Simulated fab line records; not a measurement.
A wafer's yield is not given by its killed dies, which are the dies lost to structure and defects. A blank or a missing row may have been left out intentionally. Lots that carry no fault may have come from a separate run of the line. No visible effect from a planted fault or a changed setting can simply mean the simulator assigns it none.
fab line records | flow sky130
[record] lots = 12 | wafers = 36 | last_day = 51
route steps=708 shown SD_N@356 LI_CONTACT@365
lots untouched by any fault: they come from a run of this same line in which no faults occurred
start_h: hours from the record's first day to the start of the lot's first wafer shown | wait_h: hours from the lot's prior step to this one | " unchanged from the row above | L1.1+2: a single row standing in for several wafers | - either no value or no given start | * or withheld: withheld | < > ~ a bound
route shown NAME@n: names a module that has steps shown in the file, with the first one's number in the route | usual: mean/standard deviation taken from wafers without a fault | same: alike in all rows | chamber/n: place in a boat | sites: each site's reading | _std_site: their standard deviation | _edge_site: outer sites' mean less inner sites' | radius_mm: for every site, how far away it sits from the centre of the wafer | mask NAME#n: copy n | behind: the tool/chamber that last shaped the wafer | hold: cause of the lot's hold/its duration in hours/its outcome | device: transistor that didn't switch, given as n, p or np | end of line: the tests these same wafers got at the end of their route | for a step that has no rows: nothing shown but its recipe | killed: at the first sort, the dies lost to defects and structure; wafer yield is something else | map: the dies of a wafer, with x for killed, . for not killed, _ for no die there
set.NAME: setting as actually run; set.NAME@STEP: the setting as run at that earlier step | model.NAME: the simulator's own value behind a step, which no gauge read
a sample of lots followed through the steps of the route, with each step as a table and each wafer as a row
services: a tool's chamber out of use, with start hour (start_h, from the record's first day; less than 0 if before it), hours out, and reason
[[steps]]
[step SKY_SD_N_RTA_14]
[recipe] temp_c = 1075 | time_s = 2 | idle_temp_c = 650 | ramp_up_c_per_s = 150 | ramp_down_c_per_s = 90 | ambient = N2
[usual] lamp_power_pct = 15.73/0.058 | ramp_down_c_per_s = 90.000/0.017 | wafer_temp_C_max = 1078.1/1.3
lot.wafer | tool          | chamber | start_h | wait_h | lamp_power_pct | ramp_down_c_per_s | wafer_temp_C_max
L669.2    | rtp_anneal-01 | 0       | 680.30  | 0.0    | 15.66          | 90.015            | 1081.8
L669.3    | "             | 0       | "       | "      | 15.77          | 90.015            | 1077.7
L669.4    | "             | 0       | "       | "      | 15.76          | 90.021            | 1077.8
L670.3    | rtp_anneal-02 | 0       | 683.71  | 0.0    | 15.69          | 90.021            | 1079.0
L670.4    | "             | 0       | "       | "      | 15.72          | 90.012            | 1078.2
L670.6    | "             | 0       | "       | "      | 15.74          | 90.007            | 1078.7
L673.1    | rtp_anneal-01 | 0       | 703.85  | 0.0    | 15.80          | 89.990            | 1079.1
L673.4    | "             | 0       | "       | "      | 15.71          | 90.006            | 1079.2
L673.5    | "             | 0       | "       | "      | 15.65          | 89.972            | 1077.2
L674.1    | rtp_anneal-02 | 0       | 715.65  | 0.0    | 15.72          | 89.989            | 1078.2
L674.5    | "             | 0       | "       | "      | 15.85          | 90.018            | 1078.3
L674.6    | "             | 0       | "       | "      | 15.75          | 89.997            | 1078.3
L676.1    | rtp_anneal-02 | 0       | 728.60  | 0.0    | 15.77          | 89.992            | 1074.6
L676.4    | "             | 0       | "       | "      | 15.65          | 89.995            | 1076.8
L676.6    | "             | 0       | "       | "      | 15.78          | 89.947            | 1077.8
L679.2    | rtp_anneal-01 | 0       | 757.11  | 0.0    | 15.81          | 89.998            | 1078.6
L679.3    | "             | 0       | "       | "      | 15.73          | 89.982            | 1079.4
L679.4    | "             | 0       | "       | "      | 15.61          | 89.999            | 1078.3
L681.4    | rtp_anneal-01 | 0       | 777.58  | 0.0    | 15.81          | 90.011            | 1078.1
L681.5    | "             | 0       | "       | "      | 15.68          | 90.010            | 1079.5
L681.6    | "             | 0       | "       | "      | 15.75          | 90.027            | 1076.9
L682.1    | rtp_anneal-02 | 0       | 784.09  | 0.0    | 15.79          | 90.048            | 1077.2
L682.4    | "             | 0       | "       | "      | 15.78          | 89.990            | 1077.1
L682.5    | "             | 0       | "       | "      | 15.64          | 90.037            | 1077.5
L685.3    | rtp_anneal-01 | 0       | 798.52  | 0.0    | 15.68          | 89.988            | 1079.9
L685.4    | "             | 0       | "       | "      | 15.70          | 90.004            | 1077.3
L685.5    | "             | 0       | "       | "      | 15.75          | 90.017            | 1078.3
L687.1    | rtp_anneal-01 | 0       | 814.85  | 0.0    | 15.78          | 90.011            | 1077.7
L687.2    | "             | 0       | "       | "      | 15.81          | 89.974            | 1079.5
L687.6    | "             | 0       | "       | "      | 15.66          | 90.002            | 1080.6
L691.1    | rtp_anneal-02 | 0       | 833.89  | 0.0    | 15.75          | 89.971            | 1078.6
L691.2    | "             | 0       | "       | "      | 15.71          | 89.993            | 1078.3
L691.5    | "             | 0       | "       | "      | 15.79          | 90.005            | 1077.9
L692.1    | rtp_anneal-02 | 0       | 843.24  | 0.0    | 15.66          | 90.002            | 1078.7
L692.2    | "             | 0       | "       | "      | 15.61          | 90.005            | 1077.5
L692.4    | "             | 0       | "       | "      | 15.64          | 90.001            | 1078.3
[step SKY_LI_CONTACT_BOW_MEAS_03]
[recipe] mode = bow
[usual] LI_CONTACT_BOW = 55/6.8
lot.wafer | tool          | chamber | start_h | wait_h | LI_CONTACT_BOW[um]
L669.2    | film_metro-02 | -       | 681.32  | 0.3    | 58
L669.3    | "             | -       | "       | "      | 60
L669.4    | "             | -       | "       | "      | 58
L670.3    | film_metro-02 | -       | 684.74  | 0.3    | 48
L670.4    | "             | -       | "       | "      | 53
L670.6    | "             | -       | "       | "      | 54
L673.1    | film_metro-02 | -       | 704.86  | 0.1    | 62
L673.4    | "             | -       | "       | "      | 49
L673.5    | "             | -       | "       | "      | 50
L674.1    | film_metro-03 | -       | 716.71  | 0.1    | 62
L674.5    | "             | -       | "       | "      | 53
L674.6    | "             | -       | "       | "      | 64
L676.1    | film_metro-03 | -       | 731.35  | 0.2    | 57
L676.4    | "             | -       | "       | "      | 55
L676.6    | "             | -       | "       | "      | 45
L679.2    | film_metro-03 | -       | 758.13  | 0.3    | 58
L679.3    | "             | -       | "       | "      | 46
L679.4    | "             | -       | "       | "      | 53
L681.4    | film_metro-02 | -       | 778.64  | 0.3    | 55
L681.5    | "             | -       | "       | "      | 54
L681.6    | "             | -       | "       | "      | 69
L682.1    | film_metro-01 | -       | 785.10  | 0.1    | 72
L682.4    | "             | -       | "       | "      | 47
L682.5    | "             | -       | "       | "      | 64
L685.3    | film_metro-03 | -       | 799.55  | 0.1    | 53
L685.4    | "             | -       | "       | "      | 61
L685.5    | "             | -       | "       | "      | 58
L687.1    | film_metro-02 | -       | 815.87  | 0.2    | 55
L687.2    | "             | -       | "       | "      | 56
L687.6    | "             | -       | "       | "      | 45
L691.1    | film_metro-02 | -       | 834.90  | 0.1    | 62
L691.2    | "             | -       | "       | "      | 65
L691.5    | "             | -       | "       | "      | 58
L692.1    | film_metro-02 | -       | 844.25  | 0.1    | 47
L692.2    | "             | -       | "       | "      | 61
L692.4    | "             | -       | "       | "      | 60
[step SKY_LI_CONTACT_ETCH_14]
[recipe] chemistry = N2/H2 | target = BARC | ion_energy_ev = 200 | source_w = 500 | bias_w = 100 | pressure_mtorr = 30 | n2_flow_sccm = 100 | h2_flow_sccm = 200 | stop_on = SiO2 | time_s = 45.9 | target_depth_a = 600
[usual] drypump_motor_current_A = 5.8/0.34 | h2_flow_sccm = 200.0/0.58 | oes_product_au = 0.856/0.0049 | throttle_valve_pct = 13.225/0.0095
lot.wafer | tool        | chamber | start_h | wait_h | drypump_motor_current_A | h2_flow_sccm | oes_product_au | rf_hours_counter_h | throttle_valve_pct
L669.2    | rie_diel-02 | 0       | 710.33  | 0.0    | 6.0                     | 199.3        | 0.862          | 46                 | 13.223
L669.3    | "           | 1       | "       | "      | 5.4                     | 200.3        | 0.851          | 16                 | 13.230
L669.4    | "           | 2       | "       | "      | 5.6                     | 200.5        | 0.851          | 48                 | 13.212
L670.3    | rie_diel-01 | 0       | 713.16  | 0.0    | 5.9                     | 200.0        | 0.859          | 12                 | 13.225
L670.4    | "           | 3       | "       | "      | 5.3                     | 199.8        | 0.862          | 50                 | 13.235
L670.6    | "           | 1       | "       | "      | 6.1                     | 200.3        | 0.851          | -                  | 13.223
L673.1    | rie_diel-01 | 1       | 733.44  | 0.0    | 6.1                     | 199.8        | 0.857          | 12                 | 13.207
L673.4    | "           | 3       | "       | "      | 5.3                     | 199.9        | 0.850          | 51                 | 13.230
L673.5    | "           | 1       | "       | "      | 6.1                     | 200.6        | 0.857          | -                  | 13.227
L674.1    | rie_diel-01 | 1       | 744.56  | 0.0    | 6.0                     | 199.5        | 0.851          | 12                 | 13.223
L674.5    | "           | 1       | "       | "      | 6.0                     | 199.3        | 0.854          | -                  | 13.226
L674.6    | "           | 2       | "       | "      | 6.3                     | 201.4        | 0.852          | -                  | 13.226
L676.1    | rie_diel-01 | 3       | 759.90  | 0.0    | 5.3                     | 200.3        | 0.858          | 0                  | 13.233
L676.4    | "           | 2       | "       | "      | 6.3                     | 200.6        | 0.862          | 14                 | 13.228
L676.6    | "           | 3       | "       | "      | 5.3                     | 199.8        | 0.859          | -                  | 13.233
L679.2    | rie_diel-01 | 1       | 785.48  | 0.0    | 6.1                     | 200.0        | 0.853          | 13                 | 13.228
L679.3    | "           | 0       | "       | "      | 5.9                     | 199.7        | 0.845          | 14                 | 13.230
L679.4    | "           | 2       | "       | "      | 6.3                     | 199.6        | 0.856          | 14                 | 13.227
L681.4    | rie_diel-01 | 0       | 805.58  | 0.0    | 5.9                     | 200.5        | 0.854          | 15                 | 13.237
L681.5    | "           | 0       | "       | "      | 5.9                     | 200.1        | 0.858          | -                  | 13.232
L681.6    | "           | 3       | "       | "      | 5.3                     | 200.3        | 0.851          | -                  | 13.232
L682.1    | rie_diel-02 | 2       | 812.49  | 0.0    | 5.6                     | 199.5        | 0.856          | 2                  | 13.240
L682.4    | "           | 1       | "       | "      | 5.4                     | 200.1        | 0.853          | 19                 | 13.217
L682.5    | "           | 0       | "       | "      | 5.9                     | 199.8        | 0.853          | -                  | 13.223
L685.3    | rie_diel-03 | 3       | 826.19  | 0.0    | 5.4                     | 199.5        | 0.854          | 5                  | 13.211
L685.4    | "           | 2       | "       | "      | 5.6                     | 200.1        | 0.857          | 15                 | 13.214
L685.5    | "           | 1       | "       | "      | 6.4                     | 199.9        | 0.854          | -                  | 13.217
L687.1    | rie_diel-02 | 2       | 843.26  | 0.0    | 5.6                     | 199.8        | 0.849          | 3                  | 13.231
L687.2    | "           | 3       | "       | "      | 5.6                     | 199.3        | 0.846          | 6                  | 13.214
L687.6    | "           | 3       | "       | "      | 5.5                     | 199.5        | 0.855          | -                  | 13.230
L691.1    | rie_diel-03 | 0       | 862.38  | 0.0    | 6.1                     | 200.0        | 0.858          | 3                  | 13.234
L691.2    | "           | 2       | "       | "      | 5.6                     | 199.7        | 0.856          | 16                 | 13.210
L691.5    | "           | 0       | "       | "      | 6.1                     | 200.5        | 0.851          | -                  | 13.211
L692.1    | rie_diel-01 | 0       | 870.59  | 0.0    | 5.9                     | 201.3        | 0.859          | 17                 | 13.219
L692.2    | "           | 1       | "       | "      | 6.1                     | 200.3        | 0.860          | 17                 | 13.231
L692.4    | "           | 2       | "       | "      | 6.2                     | 199.6        | 0.859          | 17                 | 13.226
[step SKY_LI_CONTACT_CVD_21]
[recipe] material = W | target_thk_nm = 400 | time_s = 120.56 | temp_c = 400 | pressure_torr = 40
[usual] heater_power_w = 819/60 | susceptor_temp_C = 399.96/0.23
lot.wafer | tool     | chamber | start_h | wait_h | heater_power_w | susceptor_temp_C
L669.2    | cvd_w-02 | 0       | 710.89  | 0.0    | 872            | 400.18
L669.3    | "        | 1       | "       | "      | 770            | 400.37
L669.4    | "        | 0       | "       | "      | 859            | 400.23
L670.3    | cvd_w-02 | 1       | 713.76  | 0.1    | 752            | 400.30
L670.4    | "        | 0       | "       | "      | 882            | 400.23
L670.6    | "        | 1       | "       | "      | 776            | 400.27
L673.1    | cvd_w-02 | 1       | 734.00  | 0.0    | 752            | 399.96
L673.4    | "        | 1       | "       | "      | 784            | 399.99
L673.5    | "        | 0       | "       | "      | 876            | 399.91
L674.1    | cvd_w-01 | 0       | 745.15  | 0.0    | 737            | 399.98
L674.5    | "        | 1       | "       | "      | 902            | 400.06
L674.6    | "        | 0       | "       | "      | 761            | 399.23
L676.1    | cvd_w-01 | 0       | 760.48  | 0.0    | 769            | 400.22
L676.4    | "        | 0       | "       | "      | 727            | 400.27
L676.6    | "        | 0       | "       | "      | 749            | 400.14
L679.2    | cvd_w-01 | 1       | 786.04  | 0.0    | 896            | 399.98
L679.3    | "        | 0       | "       | "      | 750            | 399.83
L679.4    | "        | 1       | "       | "      | 893            | 399.87
L681.4    | cvd_w-01 | 1       | 806.18  | 0.1    | 890            | 399.97
L681.5    | "        | 1       | "       | "      | 875            | 400.13
L681.6    | "        | 0       | "       | "      | 752            | 399.90
L682.1    | cvd_w-01 | 0       | 813.05  | 0.0    | 754            | 400.06
L682.4    | "        | 0       | "       | "      | 759            | 399.85
L682.5    | "        | 0       | "       | "      | 744            | 399.81
L685.3    | cvd_w-01 | 1       | 826.81  | 0.1    | 859            | 397.85
L685.4    | "        | 0       | "       | "      | 740            | 398.35
L685.5    | "        | 1       | "       | "      | 858            | 398.05
L687.1    | cvd_w-01 | 0       | 843.84  | 0.0    | 742            | 397.68
L687.2    | "        | 1       | "       | "      | 900            | 397.98
L687.6    | "        | 1       | "       | "      | 854            | 398.23
L691.1    | cvd_w-02 | 0       | 862.94  | 0.0    | 887            | 399.64
L691.2    | "        | 1       | "       | "      | 765            | 399.93
L691.5    | "        | 0       | "       | "      | 870            | 399.72
L692.1    | cvd_w-02 | 1       | 871.17  | 0.0    | 800            | 399.83
L692.2    | "        | 0       | "       | "      | 872            | 399.75
L692.4    | "        | 1       | "       | "      | 796            | 400.02
[step SKY_LI_CONTACT_RS_MEAS_22]
[recipe] thk_meas_gauge = four-point-probe | reads = W_of_LI_CONTACT_CVD_21+TiN_of_LI_CONTACT_SPUTTER_20+Ti_of_LI_CONTACT_SPUTTER_19
[usual] LI_CONTACT_W_RS = 0.287/0.0032
lot.wafer | tool          | chamber | start_h | wait_h | LI_CONTACT_W_RS[ohm/sq]
L669.2    | film_metro-02 | -       | 711.03  | 0.1    | 0.290
L669.3    | "             | -       | "       | "      | 0.286
L669.4    | "             | -       | "       | "      | 0.290
L670.3    | film_metro-03 | -       | 713.89  | 0.1    | 0.286
L670.4    | "             | -       | "       | "      | 0.286
L670.6    | "             | -       | "       | "      | 0.283
L673.1    | film_metro-03 | -       | 734.12  | 0.1    | 0.285
L673.4    | "             | -       | "       | "      | 0.285
L673.5    | "             | -       | "       | "      | 0.289
L674.1    | film_metro-03 | -       | 745.28  | 0.1    | 0.284
L674.5    | "             | -       | "       | "      | 0.287
L674.6    | "             | -       | "       | "      | 0.283
L676.1    | film_metro-03 | -       | 760.60  | 0.1    | 0.283
L676.4    | "             | -       | "       | "      | 0.284
L676.6    | "             | -       | "       | "      | 0.282
L679.2    | film_metro-01 | -       | 786.18  | 0.1    | 0.288
L679.3    | "             | -       | "       | "      | 0.282
L679.4    | "             | -       | "       | "      | 0.288
L681.4    | film_metro-02 | -       | 806.32  | 0.1    | 0.286
L681.5    | "             | -       | "       | "      | 0.286
L681.6    | "             | -       | "       | "      | 0.287
L682.1    | film_metro-03 | -       | 813.30  | 0.2    | 0.285
L682.4    | "             | -       | "       | "      | 0.287
L682.5    | "             | -       | "       | "      | 0.288
L685.3    | film_metro-03 | -       | 826.93  | 0.1    | 0.296
L685.4    | "             | -       | "       | "      | 0.299
L685.5    | "             | -       | "       | "      | 0.296
L687.1    | film_metro-01 | -       | 843.96  | 0.1    | 0.295
L687.2    | "             | -       | "       | "      | 0.299
L687.6    | "             | -       | "       | "      | 0.297
L691.1    | film_metro-03 | -       | 863.06  | 0.1    | 0.286
L691.2    | "             | -       | "       | "      | 0.281
L691.5    | "             | -       | "       | "      | 0.288
L692.1    | film_metro-01 | -       | 871.29  | 0.1    | 0.287
L692.2    | "             | -       | "       | "      | 0.295
L692.4    | "             | -       | "       | "      | 0.288
[[services]]
tool          | chamber | start_h | hours | kind
rie_diel-02   | 3       | 675.74  | 6.4   | repair
rie_diel-03   | 2       | 682.70  | 3.8   | repair
cvd_w-01      | -       | 683.98  | 3.8   | pm
rie_diel-03   | 1       | 719.52  | 4.5   | repair
rie_diel-01   | 3       | 738.40  | -     | clean
rie_diel-01   | 3       | 738.40  | 16.2  | scheduled_down
cvd_w-02      | -       | 748.92  | 1.3   | repair
rie_diel-03   | 1       | 754.83  | 3.0   | repair
rie_diel-02   | -       | 758.75  | 0.4   | repair
cvd_w-01      | 1       | 762.57  | 9.7   | repair
cvd_w-02      | 1       | 766.07  | 10.8  | repair
rtp_anneal-01 | -       | 771.50  | 5.0   | pm
rie_diel-02   | 2       | 779.35  | 3.5   | repair
rie_diel-03   | -       | 794.82  | 28.1  | pm
cvd_w-01      | -       | 799.18  | 0.8   | repair
cvd_w-01      | 1       | 812.49  | 4.5   | repair
rie_diel-03   | 0       | 826.54  | 25.3  | repair
rie_diel-03   | 3       | 828.75  | 10.5  | repair
rie_diel-03   | 1       | 834.02  | 8.3   | repair
cvd_w-01      | 1       | 837.99  | 3.3   | repair
cvd_w-01      | 0       | 851.19  | 5.7   | repair
rtp_anneal-02 | -       | 862.81  | 3.6   | pm
rie_diel-02   | -       | 865.48  | 1.3   | repair
rie_diel-02   | 3       | 869.92  | 11.1  | repair
[[key]]
[first_sign] step = SKY_LI_CONTACT_CVD_21 | reading = susceptor_temp_C | direction = down | sigmas = 8.3 | usual = * | struck = *
[effect] step = SKY_LI_CONTACT_RS_MEAS_22 | reading = LI_CONTACT_W_RS | direction = up | sigmas = 3.1 | usual = 0.287 | struck = 0.297
met_at SKY_LI_CONTACT_CVD_21
struck_lots L685,L687
tester_left_out L685,L687
not_acting_at SKY_SD_N_RTA_14,SKY_LI_CONTACT_BOW_MEAS_03,SKY_LI_CONTACT_ETCH_14
onset_between 813.05 826.81
[fault] kind = process_parameter_drift | tool = cvd_w-01 | chamber = - | onset_h = 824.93 | steps = SKY_LI_CONTACT_CVD_21 | channel = temp_c | offset = * | shape = step | end_h = 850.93 | acts_in = * | stated = *
// tester_left_out: of these lots the tester's yield and bins aren't shown, on N5 and GAA mostly nor the transistor test; their killed dies are dies lost to structure and defects alone, not to doping, threshold or leakage, so they don't give the yield
